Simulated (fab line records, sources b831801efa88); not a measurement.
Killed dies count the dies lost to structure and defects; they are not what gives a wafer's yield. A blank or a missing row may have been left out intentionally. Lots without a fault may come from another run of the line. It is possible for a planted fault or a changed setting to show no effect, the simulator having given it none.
Split-lot study -- flow sfq-line -- route with 325 steps; 5 lots, 23 wafers read

## ON THE SPLIT
At SFQ_TRILAYER_I2_VIA_LITHO_COAT_067 (resist thk 650 nm), the setting spin-rpm was moved away from the recipe's 3000 rpm on 9 of the 23 wafers read, by -6.3% to +2.8%. This setting was run at the recipe's value on the other wafers.

The reading is taken at the split's own step.

## THE READING
KrF_of_TRILAYER_I2_VIA_LITHO_COAT_067.thk-nm (the simulator's own value, which no gauge read), in nm, at SFQ_TRILAYER_I2_VIA_LITHO_COAT_067 (resist thk 650 nm). The file gives no usual value for it. Average 651.7 nm, standard deviation 1.2 nm, over the 14 wafers here run with the recipe.

wafer,"tool, chamber at the split","spin-rpm as run, rpm",against the recipe,"KrF_of_TRILAYER_I2_VIA_LITHO_COAT_067.thk-nm, nm",against lot-mates on the recipe
L074.2,"litho-track-01, 0",3000,recipe,650.3,-
L074.3,"litho-track-01, 0",3000,recipe,651.6,-
L074.4,"litho-track-01, 0",3085,+2.8%,639.2,-11.9
L074.5,"litho-track-01, 0",3085,+2.8%,640.7,-10.4
L074.6,"litho-track-01, 0",3000,recipe,651.4,-
L076.1,"litho-track-03, 0",2812,-6.3%,672,+20.4
L076.2,"litho-track-03, 0",2812,-6.3%,671.4,+19.8
L076.3,"litho-track-03, 0",3000,recipe,651.1,-
L076.4,"litho-track-03, 0",2812,-6.3%,673.3,+21.7
L076.6,"litho-track-03, 0",3000,recipe,652.1,-
L077.2,"litho-track-03, 0",2838,-5.4%,669.8,+18.7
L077.3,"litho-track-03, 0",3000,recipe,650.6,-
L077.4,"litho-track-03, 0",3000,recipe,651,-
L077.5,"litho-track-03, 0",2838,-5.4%,668.9,+17.8
L077.6,"litho-track-03, 0",3000,recipe,651.8,-
L079.1,"litho-track-01, 0",2886,-3.8%,667.2,+13.9
L079.3,"litho-track-01, 0",3000,recipe,653.6,-
L079.4,"litho-track-01, 0",3000,recipe,652.8,-
L079.5,"litho-track-01, 0",2886,-3.8%,665.5,+12.2
L079.6,"litho-track-01, 0",3000,recipe,653.4,-
L083.1,"litho-track-04, 0",3000,recipe,653.5,-
L083.2,"litho-track-04, 0",3000,recipe,649.6,-
L083.6,"litho-track-04, 0",3000,recipe,651.5,-

FIT RESULTS
A straight line over all 23 wafers: KrF_of_TRILAYER_I2_VIA_LITHO_COAT_067.thk-nm changes by -3.45 nm for each +1% of spin-rpm; r = -0.99; the points scatter about the line by 1.4 nm.
The same after taking each lot's own level away (the mean of its wafers on the recipe; 23 wafers): -3.41 nm for each +1%; r = -1.00; scatter 0.98 nm.
The reading moves by 21 nm for the largest change in spin-rpm, on that fit.
Across the lots, their own levels run from 651.10 to 653.27 nm, a range of 1.8 times the standard deviation given above.
The two slopes agree, so the slope changes little with the lot-to-lot level.
Check: for one of the wafers moved furthest among these (-6.3%), held out of the fit, the line's prediction against its lot-mates is +21.3 nm. Against them it came out at +20.4 nm.

## ADDITIONAL SPLITS CARRIED BY THESE WAFERS
Other splits were also applied to these wafers ahead of the reading. Each is held against what the fit with the lots' levels taken away leaves over:
other split on the same wafers,wafers away from the commonest value,r with KrF_of_TRILAYER_I2_VIA_LITHO_COAT_067.thk-nm (lot level and that fit taken away)
SFQ_TRILAYER_I1_CMP_CMP_046 leave-above-ref-nm,9,-0.08
SFQ_TRILAYER_I1_VIA_LITHO_EXPOSE_050 dose-mj,10,+0.22
SFQ_TRILAYER_I1_VIA_ETCH_VIA_ETCH_052 bias-w,12,+0.30
SFQ_TRILAYER_M2_LITHO_COAT_062 resist-thk-nm,8,+0.05
SFQ_TRILAYER_I2_CMP_CMP_064 leave-above-ref-nm,8,+0.39

## FILE'S OWN FIT
KrF_of_TRILAYER_I2_VIA_LITHO_COAT_067.thk-nm changes by -3.4 nm for each +1% of spin-rpm, r = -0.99.
